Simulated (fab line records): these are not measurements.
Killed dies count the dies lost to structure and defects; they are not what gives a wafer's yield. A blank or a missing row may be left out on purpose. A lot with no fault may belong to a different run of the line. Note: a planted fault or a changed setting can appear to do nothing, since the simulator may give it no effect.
Which of the tools did it? | flow gf180mcu | 12 lots, 36 wafers sampled, at 4 steps of a route of 602

== WHAT THE GAUGES READ, wafer by wafer ==
GF_V5_THK_MEAS_25: measures by xrf.
lot  | measured     | on            | V5_W_THK (nm)
L750 | day 27 11:59 | film-metro-01 | 355 356 357
L751 | day 27 13:07 | film-metro-04 | 354 350 354
L752 | day 27 23:56 | film-metro-02 | 350 360 359
L753 | day 28 03:58 | film-metro-01 | 351 355 353
L754 | day 28 11:31 | film-metro-02 | 352 353 353
L755 | day 28 19:38 | film-metro-01 | 357 357 356
L756 | day 29 05:05 | film-metro-04 | 356 356 356
L757 | day 29 13:54 | film-metro-02 | 355 349 351
L758 | day 30 01:56 | film-metro-04 | 357 351 352
L759 | day 30 05:02 | film-metro-02 | 357 350 354
L764 | day 31 16:07 | film-metro-02 | 357 358 352
L770 | day 32 22:59 | film-metro-01 | 358 360 362

== WHAT TOOL EACH LOT RAN ON (gives the tool, then ch and the chambers of the sampled wafers, and finally the start) ==
lot  | GF_M2_SPUTTER_01             | GF_V5_ETCH_16                      | GF_V5_CVD_23
L750 | pvd-sputter-01, day 18 10:46 | rie-diel-02 ch 0,1,2, day 27 10:22 | cvd-w-02 ch 0,1, day 27 11:46
L751 | pvd-sputter-02, day 18 14:32 | rie-diel-03 ch 0,2, day 27 11:40   | cvd-w-02 ch 0,1, day 27 12:52
L752 | pvd-sputter-04, day 19 03:22 | rie-diel-01 ch 0,1, day 27 22:54   | cvd-w-01 ch 0,1, day 27 23:42
L753 | pvd-sputter-01, day 19 08:19 | rie-diel-01 ch 1,2,3, day 28 02:55 | cvd-w-01 ch 0,1, day 28 03:44
L754 | pvd-sputter-02, day 19 16:46 | rie-diel-03 ch 0,1,2, day 28 10:24 | cvd-w-02 ch 1, day 28 11:17
L755 | pvd-sputter-01, day 20 03:01 | rie-diel-01 ch 1,2, day 28 18:37   | cvd-w-02 ch 0,1, day 28 19:25
L756 | pvd-sputter-02, day 20 12:37 | rie-diel-01 ch 0,1,3, day 29 04:01 | cvd-w-01 ch 0,1, day 29 04:50
L757 | pvd-sputter-01, day 21 02:22 | rie-diel-03 ch 0,1,3, day 29 12:52 | cvd-w-02 ch 0,1, day 29 13:40
L758 | pvd-sputter-04, day 21 13:52 | rie-diel-01 ch 0,1, day 30 00:55   | cvd-w-02 ch 0,1, day 30 01:43
L759 | pvd-sputter-02, day 21 19:08 | rie-diel-01 ch 0,1,3, day 30 04:00 | cvd-w-02 ch 0,1, day 30 04:47
L764 | pvd-sputter-01, day 23 15:02 | rie-diel-01 ch 2,3, day 31 15:04   | cvd-w-01 ch 0,1, day 31 15:53
L770 | pvd-sputter-02, day 25 08:46 | rie-diel-02 ch 0,1,3, day 32 21:58 | cvd-w-02 ch 0,1, day 32 22:44
- GF_M2_SPUTTER_01: material TiN, target thk 30 nm, time 25 s.
- GF_V5_ETCH_16: etches BARC in N2/H2.
- GF_V5_CVD_23: deposits W, target thk 350 nm, time 104.9 s.

== WHAT THE TOOLS THEMSELVES READ (means of the sampled wafers that have a number; where no wafer has one, the mark that the record gives instead) ==
GF_M2_SPUTTER_01.
lot  | tool           | throttle-valve-pct (%)
L750 | pvd-sputter-01 | 30.9
L751 | pvd-sputter-02 | 30.1
L752 | pvd-sputter-04 | 28.6
L753 | pvd-sputter-01 | 30.0
L754 | pvd-sputter-02 | 30.2
L755 | pvd-sputter-01 | 29.7
L756 | pvd-sputter-02 | 29.6
L757 | pvd-sputter-01 | 31.2
L758 | pvd-sputter-04 | 29.0
L759 | pvd-sputter-02 | 29.3
L764 | pvd-sputter-01 | 31.0
L770 | pvd-sputter-02 | 30.0

GF_V5_ETCH_16.
lot  | tool        | drypump-motor-current-A (A) | oes-product-au (a.u.) | throttle-valve-pct (%)
L750 | rie-diel-02 | 5.5                         | 0.856                 | 13.225
L751 | rie-diel-03 | 6.2                         | 0.854                 | 13.226
L752 | rie-diel-01 | 5.8                         | 0.852                 | 13.229
L753 | rie-diel-01 | 5.6                         | 0.852                 | 13.238
L754 | rie-diel-03 | 5.8                         | 0.855                 | 13.231
L755 | rie-diel-01 | 5.6                         | 0.851                 | 13.223
L756 | rie-diel-01 | 5.7                         | 0.857                 | 13.226
L757 | rie-diel-03 | 5.9                         | 0.852                 | 13.219
L758 | rie-diel-01 | 5.8                         | 0.850                 | 13.214
L759 | rie-diel-01 | 5.7                         | 0.860                 | 13.229
L764 | rie-diel-01 | 5.5                         | 0.850                 | 13.218
L770 | rie-diel-02 | 5.4                         | 0.849                 | 13.232

GF_V5_CVD_23.
lot  | tool     | heater-power-w (W)
L750 | cvd-w-02 | 850
L751 | cvd-w-02 | 937
L752 | cvd-w-01 | 883
L753 | cvd-w-01 | 834
L754 | cvd-w-02 | 1061
L755 | cvd-w-02 | 839
L756 | cvd-w-01 | 904
L757 | cvd-w-02 | 827
L758 | cvd-w-02 | 956
L759 | cvd-w-02 | 939
L764 | cvd-w-01 | 898
L770 | cvd-w-02 | 941

== THE ANSWER, worked out from the rows above alone ==
Rule: the lots themselves supply what counts as usual. Put in order of their means at a reading, lots are off if they are a third of the lots or fewer, leave a main group of 4 or more, and stand apart from it by a gap of 3 or more times the standard deviation of the main group's means; of several such gaps the widest counts. A main group whose means are all the same, to the digits that the tables above print for the reading, isn't used. Also off: a lot with no number at a reading for which 4 or more lots have one. All remaining lots with rows at the step are treated as sound. After the gauges, taken in route order, come the tools' own readings; for these a lot's mean is taken, as printed above. At the first step where some lot is off, the reading lying furthest off is the one used; lots without a number count as furthest.
No lot is off at any reading shown: from this, nothing can be told.

== WHAT THE SIMULATOR HAD PUT IN ==
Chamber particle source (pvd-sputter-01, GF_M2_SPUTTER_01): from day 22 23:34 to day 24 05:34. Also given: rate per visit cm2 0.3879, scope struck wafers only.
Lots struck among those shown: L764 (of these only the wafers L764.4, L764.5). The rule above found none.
